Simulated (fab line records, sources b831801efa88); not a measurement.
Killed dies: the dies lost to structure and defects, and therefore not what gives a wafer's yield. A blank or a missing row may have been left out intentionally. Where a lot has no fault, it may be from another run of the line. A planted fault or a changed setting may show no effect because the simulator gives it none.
Comparing a struck lot with a sound one :: flow sky130 :: 15 steps out of a route of 708
Sound: wafers L533.1, L533.4, L533.6. Wafers struck: L543.1, L543.2, L543.6. The cause is given at the end.
Each step with rows lists, per side, the tool, then ch with its chambers, then its first start. Under that, the readings that differ: sound wafers :: struck wafers :: difference of the means :: sigmas: that difference in standard deviations of wafers without a fault.
alike: readings whose means differ by less than 2 such deviations, and words and numbers that are the same on both sides. not compared: withheld readings, readings that some wafer has no value for, bounds like >300 that may hide the same value, and numbers for which the record gives no deviation and whose values overlap.
Wherever a step has rows on one side only, a row that says differs or no value, or a row with sigmas, the two part there. Numbers that don't overlap but have no deviation are shown without sigmas and don't part them. Lack of a reading on every wafer of one side parts them only where that side has two or more wafers.

first, 3 steps without rows for these wafers: SKY_VIA2_CLEAN_18 (cleans in IPA, time 180 s); SKY_VIA2_CLEAN_19 (cleans in O3/DIW); SKY_VIA2_SPUTTER_20 (material TiN, target thk 20 nm, time 80 s).
SKY_VIA2_CVD_21: deposits W, target thk 420 nm, time 126.4 s.
  sound on cvdW-01 ch 0,1, day 38 00:43; struck on cvdW-01 ch 0,1, day 40 19:54
  alike: chamberPressureTorr, heaterPowerOuterW, heaterPowerW, susceptorTempC
SKY_VIA2_RS_MEAS_22: measures by four-point-probe.
  sound: filmMetro-04 at day 38 00:51; struck: filmMetro-02 at day 40 20:02
reading: VIA2_W_RS (ohm/sq)
sound: 0.279 0.277 0.277
struck: 0.270 0.270 0.270
difference: -0.008
sigmas: -2
SKY_VIA2_THK_MEAS_23: measures by xrf.
  sound: filmMetro-04 at day 38 00:58; struck: filmMetro-02 at day 40 20:09
  alike: VIA2_W_THK
then, 1 step without rows for these wafers: SKY_VIA2_CMP_24 (polishes, stops on SiO2, t overpolish 20 s, target thk 0 nm).
SKY_METAL3_SPUTTER_00: material Ti, target thk 15 nm, time 10 s.
  sound: pvdSputter-04 at day 38 01:20; struck: pvdSputter-02 at day 40 20:31
  alike: throttleValvePct
SKY_METAL3_SPUTTER_01: material TiN, target thk 20 nm, time 16.7 s.
  sound: pvdSputter-04 at day 38 01:21; struck: pvdSputter-02 at day 40 20:32
  alike: throttleValvePct
SKY_METAL3_SPUTTER_02: material AlCu, target thk 735 nm, time 39.1 s.
  sound: pvdSputter-04 at day 38 01:23; struck: pvdSputter-02 at day 40 20:34
  alike: throttleValvePct
SKY_METAL3_SPUTTER_03: material Ti, target thk 5 nm, time 3.3 s.
  sound: pvdSputter-04 at day 38 01:25; struck: pvdSputter-02 at day 40 20:36
  alike: throttleValvePct
then, 1 step without rows for these wafers: SKY_METAL3_SPUTTER_04 (material TiN, target thk 70 nm, time 58.3 s).
SKY_CAPM_CVD_00: deposits SiO2, target thk 15.5 nm.
  sound on pecvd-04 ch 0,2, day 38 01:29; struck on pecvd-04 ch 0,1,2, day 40 20:40
  no value came back on the struck wafers for heaterPowerOuterW (W), heaterPowerW (W), susceptorTempC (C); on the sound wafers heaterPowerOuterW (W) reads 445 320 449
then, 1 step without rows for these wafers: SKY_CAPM_SPUTTER_02 (material TiN, target thk 200 nm, time 166.7 s).
-- the record jumps here: 8 days lie between the struck wafers' starts before and after (it left off in module CAPM and takes up again in module PAD_OPEN, whose first step shown is number 708 of the route) --
SKY_PAD_OPEN_PROBE_99:
  sound: prober-01 at day 46 22:20; struck: prober-01 at day 49 07:36
reading: defectLimitedYield (%)
sound: 84.8 83.3 79.3
struck: 0 0 0
difference: -82
sigmas: -46

reading: killedAtOther
sound: 0 1 1
struck: 391 404 384
difference: +392
sigmas: +99 or more

reading: killedDies
sound: 75 82 102
struck: 492 492 492
difference: +406
sigmas: +45

reading: killedOnRim
sound: 13 11 16
struck: 96 96 96
difference: +83
sigmas: +22

reading: sort_bin_5_function (%)
sound: 9.3 7.9 10.0
struck: 91.7 91.5 93.1
difference: +83.0
sigmas: +52

reading: sortNPass
sound: 417 410 390
struck: 0 0 0
difference: -406
sigmas: -45

reading: sortYieldPct (%)
sound: 84.8 83.3 79.3
struck: 0 0 0
difference: -82
sigmas: -46
  alike: killed_at_M0_to_M3, killed_at_M4_up, killedAtContacts, killedAtFrontEnd, killedOpen, killedShort, sort_bin_3_pad_short, sort_bin_6_memory

## WHERE THEY PART
Last at SKY_PAD_OPEN_PROBE_99 as far as this record goes, first at SKY_VIA2_RS_MEAS_22.

WHY: whatever the simulator had introduced
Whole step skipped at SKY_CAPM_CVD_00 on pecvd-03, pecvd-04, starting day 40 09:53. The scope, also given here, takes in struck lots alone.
